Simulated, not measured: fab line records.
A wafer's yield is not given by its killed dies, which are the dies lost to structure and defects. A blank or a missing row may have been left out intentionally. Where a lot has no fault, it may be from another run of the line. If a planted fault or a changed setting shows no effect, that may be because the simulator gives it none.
Problem report, 8D (eight disciplines) form, completed by code + flow gf180mcu + the parts of the form that need people (team, actions taken, sign-off) are left out

== 1. WHAT WENT WRONG ==
Mean LVPWELL_RS at GF_VT_IMPLANT_RS_MEAS_48: 1225.9 ohm/sq over 2 wafers in 2 lots; fault-free wafers: 1195.7 ohm/sq, standard deviation 2.7. Measured from the usual mean, that is +11 standard deviations.
The step: measures by four-point-probe.
The first sign was on wafer L628.5 at day 10 16:25, on film_metro-03. Wafers with a number at this step in the record: 39, from 13 lots. The rule behind "out" and "out of limits": a value lying over 4 standard deviations away from the usual mean. Any other wafer with a number is counted as sound.

== 2. WHAT IT IS, WHAT IT ISN'T ==
| question                    | is                           | is not                                                                                       |
|-----------------------------|------------------------------|----------------------------------------------------------------------------------------------|
| which readings at this step | LVPWELL_RS                   | -                                                                                            |
| which lots                  | L628, L630                   | L617, L618, L619, L620, L621, L622, L627, L631, L636, L637, L638                             |
| which wafers of those lots  | L628.5, L630.6               | L628.2, L628.3, L630.1, L630.3                                                               |
| read on which gauges        | film_metro-02, film_metro-03 | film_metro-04                                                                                |
| when                        | from day 10 16:25            | up to then (23 sound wafers); but 14 sound wafers of L630, L631, L636, L637, L638 came after |

== 3. SUSPECTS, AND WHAT RULES EACH OUT ==
Counting: a tool at a process step up to the reading stays a suspect if it ran every lot that is out. Sound lots after the first of them don't rule it out here, since some wafers of a struck lot are sound.
- the gauge at GF_VT_IMPLANT_RS_MEAS_48 is ruled out. The wafers that are out were read on 2 gauges (film_metro-02, film_metro-03).
- implanter-02 at GF_LVPWELL_IMPLANT_08: kept. It processed each lot that is out (first: L628, day 6 11:13); up to then, its last sound lot is L622 (day 5 03:51).
Left after counting: implanter-02 at GF_LVPWELL_IMPLANT_08.

== 4. THE CAUSE (what the simulator had put in) ==
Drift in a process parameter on implanter-02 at GF_LVPWELL_IMPLANT_08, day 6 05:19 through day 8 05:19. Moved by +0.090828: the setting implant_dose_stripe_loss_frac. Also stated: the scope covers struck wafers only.
After counting, this tool was the only one left.

== 5. SEQUENCE OF EFFECTS, ordered by route ==
Each row: a reading whose mean over the struck wafers that have a number lies more than 3 standard deviations from the usual. Only readings whose record carries a usual standard deviation are examined. hours: median over the lots of the time between each lot's start at the first step of this table that gives one and its start at this step. sigmas: the change, counted in usual standard deviations.
| hours | step                     | reading    | usual         | on struck wafers | change | sigmas |
|-------|--------------------------|------------|---------------|------------------|--------|--------|
| 0     | GF_VT_IMPLANT_RS_MEAS_48 | LVPWELL_RS | 1195.7 ohm/sq | 1225.9           | +30.2  | +11    |

== 6. WHAT WOULD HAVE CAUGHT IT SOONER ==
The first out-of-limits reading at a measuring or inspecting step in this record came at day 10 16:25, 107 hours after the fault's start at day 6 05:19.
By day 10 16:25, every lot that is out (2) had started GF_LVPWELL_IMPLANT_08 on implanter-02. A hold on the tool at that time would have spared none of them.
